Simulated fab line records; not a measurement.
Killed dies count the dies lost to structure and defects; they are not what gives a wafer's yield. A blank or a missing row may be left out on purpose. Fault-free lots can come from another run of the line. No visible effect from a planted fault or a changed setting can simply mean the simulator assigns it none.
fab line records | flow sky130
record: lots: 13 wafers: 39 last-day: 50
route steps=708 shown METAL1@440 VIA2@515 METAL3@532 PAD_OPEN@708
lots with no fault: from the same line, run without faults
start-h: hours from the record's opening day to when the first of the lot's shown wafers began | wait-h: hours elapsed since this lot's preceding step | " as in the row above | L1.1+2: several wafers, shown together as one row | - no value, or no start given | * or withheld: withheld | < > ~ a bound
route shown NAME@n: a module of which the file shows steps, and the number in the route of the first | usual: mean/standard deviation of fault-free wafers | same: alike in all rows | chamber/n: place in a boat | sites: per-site readings | _std_site: standard deviation across them | _edge_site: the outer-site mean with the inner-site mean subtracted | radius-mm: how far each site lies from the wafer's centre | mask NAME#n: copy n | behind: the tool/chamber that last shaped the wafer | hold: why the lot was held/for how many hours/how that ended | device: which transistor (n, p or np) failed to switch | end of line: the same wafers' tests at the end of the route | for a step that has no rows: nothing shown but its recipe | killed: the dies lost at the first sort to structure and to defects; this is not the yield of the wafer | map: the dies of a wafer, with x for killed, . for not killed, _ for no die there
set.NAME: the run value of the setting; set.NAME@STEP: its run value at that earlier step | model.NAME: the simulator's own value behind a step, which no gauge read
route steps across a sampled set of lots; one table per step, one row per wafer
services: when a tool's chamber went out of use (start-h, in hours from the record's first day, below 0 if earlier), for how many hours, and the reason
== steps ==
step: SKY_METAL1_THK_MEAS_06
recipe: thk-meas-gauge: xrf reads: AlCu_of_METAL1_SPUTTER_02
usual: METAL1_ALCU_THK: 251/3.3
columns lot.wafer tool chamber start-h wait-h METAL1_ALCU_THK[nm]
L445.2 film-metro-01 - 780.14 0.1 252
L445.3 " - " " 252
L445.6 " - " " 251
L446.2 film-metro-03 - 780.65 0.1 246
L446.3 " - " " 247
L446.6 " - " " 247
L448.1 film-metro-02 - 805.11 0.1 253
L448.4 " - " " 252
L448.5 " - " " 254
L450.1 film-metro-01 - 831.62 0.1 249
L450.2 " - " " 247
L450.3 " - " " 249
L451.1 film-metro-01 - 836.09 0.1 248
L451.3 " - " " 247
L451.6 " - " " 248
L452.2 film-metro-03 - 839.28 0.1 251
L452.4 " - " " 248
L452.6 " - " " 249
L454.1 film-metro-03 - 844.22 0.1 256
L454.3 " - " " 254
L454.6 " - " " 257
L455.2 film-metro-03 - 856.89 0.1 248
L455.4 " - " " 252
L455.5 " - " " 252
L458.2 film-metro-02 - 870.80 0.1 246
L458.4 " - " " 246
L458.6 " - " " 247
L460.1 film-metro-02 - 885.24 0.1 249
L460.2 " - " " 249
L460.6 " - " " 248
L462.3 film-metro-01 - 915.65 0.1 251
L462.4 " - " " 250
L462.5 " - " " 253
L464.4 film-metro-01 - 919.56 0.1 247
L464.5 " - " " 256
L464.6 " - " " 252
L465.1 film-metro-02 - 919.72 0.1 252
L465.4 " - " " 248
L465.5 " - " " 249
step: SKY_VIA2_SOFTBAKE_08
recipe: temp-c: 100 time-s: 90 resist: KrF-thick
usual: heater-power-total-W: 57.36/0.12 run-length-s: 119.1/0.32
columns lot.wafer tool chamber start-h wait-h heater-power-total-W run-length-s
L445.2 litho-track-04 0 878 - 57.28 119.3
L445.3 " 0 " " 57.51 119.3
L445.6 " 0 " " 57.18 119.4
L446.2 litho-track-01 0 878 - 57.24 118.6
L446.3 " 0 " " 57.24 118.6
L446.6 " 0 " " 57.12 118.8
L448.1 litho-track-04 0 901 - 57.49 119.3
L448.4 " 0 " " 57.26 119.5
L448.5 " 0 " " 57.32 119.3
L450.1 litho-track-02 0 926 - 57.49 119.2
L450.2 " 0 " " 57.22 119.2
L450.3 " 0 " " 57.31 119.1
L451.1 litho-track-04 0 932 - 57.52 119.4
L451.3 " 0 " " 57.30 119.3
L451.6 " 0 " " 57.15 119.3
L452.2 litho-track-04 0 935 - 76.36 67.0
L452.4 " 0 " " 76.29 67.1
L452.6 " 0 " " 76.25 66.9
L454.1 litho-track-04 0 938 - 76.14 67.0
L454.3 " 0 " " 76.36 67.1
L454.6 " 0 " " 75.98 67.0
L455.2 litho-track-01 0 950 - 57.19 118.7
L455.4 " 0 " " 57.35 118.8
L455.5 " 0 951 - 57.49 118.8
L458.2 litho-track-04 0 963 - 76.35 67.0
L458.4 " 0 " " 75.75 67.0
L458.6 " 0 " " 75.94 66.9
L460.1 litho-track-02 0 976 - 57.47 119.5
L460.2 " 0 " " 57.42 119.3
L460.6 " 0 977 - 57.19 119.4
L462.3 litho-track-02 0 1006 - 57.58 119.1
L462.4 " 0 " " 57.18 119.4
L462.5 " 0 " " 57.32 119.4
L464.4 litho-track-01 0 1007 - 57.41 118.6
L464.5 " 0 " " 57.26 119.0
L464.6 " 0 " " 57.57 118.9
L465.1 litho-track-01 0 1008 - 57.45 118.8
L465.4 " 0 " " 57.29 119.0
L465.5 " 0 " " 57.53 118.6
step: SKY_METAL3_SPUTTER_00
recipe: material: Ti target-thk-nm: 15 power-w: 3000 time-s: 10 chamber-pressure-pa: 0.4
usual: throttle-valve-pct: 29.7/1.2
columns lot.wafer tool chamber start-h wait-h throttle-valve-pct
L445.2 pvd-sputter-03 - 892.88 0.1 26.4
L445.3 " - " " 30.1
L445.6 " - " " 30.2
L446.2 pvd-sputter-04 - 893.30 0.2 30.1
L446.3 " - " " 30.4
L446.6 " - " " 29.1
L448.1 pvd-sputter-03 - 916.32 0.2 26.8
L448.4 " - " " 30.6
L448.5 " - " " 30.1
L450.1 pvd-sputter-04 - 941.17 0.1 30.0
L450.2 " - " " 29.5
L450.3 " - " " 31.0
L451.1 pvd-sputter-04 - 946.94 0.1 29.1
L451.3 " - " " 29.5
L451.6 " - " " 29.0
L452.2 pvd-sputter-04 - 949.28 0.2 30.7
L452.4 " - " " 29.5
L452.6 " - " " 30.7
L454.1 pvd-sputter-02 - 952.78 0.2 29.9
L454.3 " - " " 28.1
L454.6 " - " " 28.3
L455.2 pvd-sputter-04 - 964.07 0.2 30.7
L455.4 " - " " 29.4
L455.5 " - " " 30.1
L458.2 pvd-sputter-03 - 976.57 0.2 29.1
L458.4 " - " " 30.7
L458.6 " - " " 30.1
L460.1 pvd-sputter-02 - 990.94 0.2 29.7
L460.2 " - " " 31.1
L460.6 " - " " 31.4
L462.3 pvd-sputter-03 - 1019.34 0.1 26.8
L462.4 " - " " 30.8
L462.5 " - " " 30.7
L464.4 pvd-sputter-03 - 1021.74 0.1 30.4
L464.5 " - " " 29.3
L464.6 " - " " 30.1
L465.1 pvd-sputter-04 - 1022.46 0.2 29.9
L465.4 " - " " 29.7
L465.5 " - " " 30.1
step: SKY_METAL3_SPUTTER_03
recipe: material: Ti target-thk-nm: 5 power-w: 3000 time-s: 3.3 chamber-pressure-pa: 0.4
usual: throttle-valve-pct: 29.7/1.2
columns lot.wafer tool chamber start-h wait-h throttle-valve-pct
L445.2 pvd-sputter-03 - 892.97 0.0 26.4
L445.3 " - " " 29.8
L445.6 " - " " 29.9
L446.2 pvd-sputter-04 - 893.39 0.0 30.1
L446.3 " - " " 30.8
L446.6 " - " " 28.9
L448.1 pvd-sputter-03 - 916.40 0.0 26.6
L448.4 " - " " 30.9
L448.5 " - " " 29.9
L450.1 pvd-sputter-04 - 941.26 0.0 30.0
L450.2 " - " " 29.6
L450.3 " - " " 30.4
L451.1 pvd-sputter-04 - 947.03 0.0 28.9
L451.3 " - " " 29.5
L451.6 " - " " 28.9
L452.2 pvd-sputter-04 - 949.36 0.0 30.6
L452.4 " - " " 29.4
L452.6 " - " " 30.7
L454.1 pvd-sputter-02 - 952.87 0.0 29.8
L454.3 " - " " 28.4
L454.6 " - " " 28.3
L455.2 pvd-sputter-04 - 964.16 0.0 30.5
L455.4 " - " " 29.3
L455.5 " - " " 30.1
L458.2 pvd-sputter-03 - 976.67 0.0 29.3
L458.4 " - " " 30.7
L458.6 " - " " 30.2
L460.1 pvd-sputter-02 - 991.03 0.0 29.9
L460.2 " - " " 30.9
L460.6 " - " " 31.3
L462.3 pvd-sputter-03 - 1019.43 0.0 26.5
L462.4 " - " " 30.7
L462.5 " - " " 30.6
L464.4 pvd-sputter-03 - 1021.82 0.0 30.4
L464.5 " - " " 29.5
L464.6 " - " " 30.2
L465.1 pvd-sputter-04 - 1022.55 0.0 30.1
L465.4 " - " " 29.3
L465.5 " - " " 30.2
step: SKY_PAD_OPEN_PROBE_99
usual: defect-limited-yield: 82.0/1.9 killed_at_M0_to_M3: 46/6.7 killed_at_M4_up: 3.3/2 killed-at-contacts: 24/5.4 killed-at-front-end: 15/4.3 killed-at-other: 0.4/0.64 killed-dies: 89/9.1 killed-open: 48/7.2 killed-short: 40/6.3 sort_bin_3_pad_short: 0.9/0.42 sort_bin_5_function: 10.8/1.5 sort_bin_6_memory: 6.4/1.1 sort-n-pass: 403/9.1 sort-yield-pct: 82.0/1.9
same: gross-dies: 492 killed-at-back-side: 0 sort_bin_4_leakage[%]: 0 sort_bin_8_speed[%]: 0
columns lot.wafer tool chamber start-h wait-h defect-limited-yield[%] killed_at_M0_to_M3 killed_at_M4_up killed-at-contacts killed-at-front-end killed-at-other killed-dies killed-open killed-short sort_bin_3_pad_short[%] sort_bin_5_function[%] sort_bin_6_memory[%] sort-n-pass sort-yield-pct[%]
L448.1 prober-02 - 1130.46 0.1 79.7 59 3 30 8 0 100 58 40 0 13.0 7.3 392 79.7
L448.4 prober-02 - 1130.61 0.2 84.6 34 1 26 15 0 76 45 31 1.0 8.5 5.9 416 84.6
L448.5 prober-02 - 1130.66 0.2 77.8 49 7 31 22 0 109 65 41 0.4 13.8 7.9 383 77.8
L458.2 prober-01 - 1180.35 0.1 80.7 43 7 25 20 0 95 50 45 0.2 12.6 6.5 397 80.7
L458.4 prober-01 - 1180.45 0.2 82.9 41 2 24 17 0 84 51 33 0.4 10.8 5.9 408 82.9
L458.6 prober-01 - 1180.55 0.2 83.5 41 5 23 12 0 81 38 43 0.6 10.8 5.1 411 83.5
L460.1 prober-01 - 1188.79 0.1 87.0 36 2 18 8 0 64 33 31 0.6 8.3 4.1 428 87.0
L460.2 prober-01 - 1188.84 0.1 81.3 44 3 27 18 0 92 50 42 0.2 11.8 6.7 400 81.3
L460.6 prober-01 - 1189.04 0.2 81.7 45 5 18 20 2 90 47 43 1.2 11.6 5.5 402 81.7
L465.1 prober-02 - 1209.44 0.1 78.3 67 5 23 12 0 107 63 44 1.4 11.0 9.3 385 78.3
L465.4 prober-02 - 1209.59 0.2 84.8 37 1 23 14 0 75 45 30 1.2 8.9 5.1 417 84.8
L465.5 prober-02 - 1209.64 0.2 81.9 43 5 23 18 0 89 47 42 1.0 11.4 5.7 403 81.9
killed by level:class
L448.1 CONTACT:geometric-particle:open=13 VIA2:geometric-particle:open=13 VIA1:geometric-particle:open=11 VIA3:geometric-particle:open=6 METAL1:geometric-particle:short=6 METAL2:geometric-particle:short=6 LI_CONTACT:geometric-particle:open=5 VIA1:geometric-particle:short=5
L448.4 CONTACT:geometric-particle:open=8 VIA3:geometric-particle:open=8 LOCAL_INTERCONNECT:geometric-particle:short=7 FIELD_ISO:geometric-particle:open=6 METAL2:geometric-particle:short=6 LI_CONTACT:geometric-particle:open=5 METAL1:geometric-particle:short=5 VIA1:geometric-particle:open=5
L448.5 CONTACT:geometric-particle:open=11 LI_CONTACT:geometric-particle:open=10 VIA3:geometric-particle:open=10 VIA1:geometric-particle:open=8 FIELD_ISO:geometric-particle:short=7 POLY_GATE:geometric-particle:open=7 VIA1:geometric-particle:short=7 METAL2:geometric-particle:short=6
L458.2 VIA1:geometric-particle:open=9 VIA2:geometric-particle:open=7 LI_CONTACT:geometric-particle:open=7 FIELD_ISO:geometric-particle:open=6 LOCAL_INTERCONNECT:geometric-particle:short=6 VIA3:geometric-particle:open=6 CONTACT:geometric-particle:open=5 METAL1:geometric-particle:short=5
L458.4 VIA1:geometric-particle:open=8 VIA3:geometric-particle:open=7 FIELD_ISO:geometric-particle:open=6 LOCAL_INTERCONNECT:geometric-particle:open=6 VIA2:geometric-particle:open=6 LI_CONTACT:geometric-particle:open=5 LOCAL_INTERCONNECT:geometric-particle:short=5 METAL1:geometric-particle:short=5
L458.6 VIA1:geometric-particle:open=10 METAL2:geometric-particle:short=8 LI_CONTACT:geometric-particle:open=8 POLY_GATE:geometric-particle:short=7 CONTACT:geometric-particle:open=7 VIA1:geometric-particle:short=4 VIA3:geometric-particle:short=4 VIA3:geometric-particle:open=4
L460.1 VIA1:geometric-particle:open=11 CONTACT:geometric-particle:open=7 CONTACT:geometric-particle:short=6 METAL2:geometric-particle:short=6 METAL1:geometric-particle:short=5 VIA2:geometric-particle:open=4 FIELD_ISO:geometric-particle:short=3 LOCAL_INTERCONNECT:geometric-particle:short=3
L460.2 CONTACT:geometric-particle:open=11 VIA3:geometric-particle:open=6 LI_CONTACT:geometric-particle:open=6 VIA1:geometric-particle:open=6 METAL1:geometric-particle:short=5 VIA1:geometric-particle:short=5 VIA2:geometric-particle:open=5 VIA3:geometric-particle:short=5
L460.6 VIA1:geometric-particle:open=9 VIA2:geometric-particle:open=9 VIA1:geometric-particle:short=6 METAL2:geometric-particle:short=5 CONTACT:geometric-particle:open=5 CONTACT:geometric-particle:short=5 VIA3:geometric-particle:open=5 POLY_GATE:geometric-particle:short=4
L465.1 VIA1:geometric-particle:open=17 VIA3:geometric-particle:open=15 METAL2:geometric-particle:short=9 CONTACT:geometric-particle:open=8 VIA2:geometric-particle:open=7 LI_CONTACT:geometric-particle:open=6 CONTACT:geometric-particle:short=6 VIA1:geometric-particle:short=6
L465.4 CONTACT:geometric-particle:open=11 VIA1:geometric-particle:open=9 METAL1:geometric-particle:short=8 CONTACT:geometric-particle:short=6 VIA3:geometric-particle:open=6 LI_CONTACT:geometric-particle:open=4 POLY_GATE:geometric-particle:short=3 VIA2:geometric-particle:open=3
L465.5 VIA1:geometric-particle:open=11 CONTACT:geometric-particle:open=7 POLY_GATE:geometric-particle:open=6 LI_CONTACT:geometric-particle:open=6 VIA3:geometric-particle:open=6 VIA3:geometric-particle:short=6 LOCAL_INTERCONNECT:geometric-particle:short=5 VIA1:geometric-particle:short=5
== services ==
columns tool chamber start-h hours kind
pvd-sputter-04 - 878.17 1.7 repair
pvd-sputter-04 - 927.74 6.3 repair
pvd-sputter-03 - 931.24 2.2 repair
pvd-sputter-03 - 937.18 2.4 repair
pvd-sputter-04 - 1021.23 0.9 repair
== key ==
first-sign: step: SKY_VIA2_SOFTBAKE_08 reading: run-length-s direction: down sigmas: 99+ usual: * struck: *
effect: step: SKY_VIA2_SOFTBAKE_08 reading: heater-power-total-W direction: up sigmas: 99+ usual: * struck: *
met-at SKY_VIA2_SOFTBAKE_08
struck-lots L452,L454,L458
not-acting-at SKY_METAL1_THK_MEAS_06,SKY_METAL3_SPUTTER_00,SKY_METAL3_SPUTTER_03
onset-between 932 935
fault: kind: process-parameter-drift tool: litho-track-04 chamber: - onset-h: 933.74 steps: SKY_VIA2_SOFTBAKE_08 channel: time-s offset: * shape: step end-h: 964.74 acts-in: * stated: *
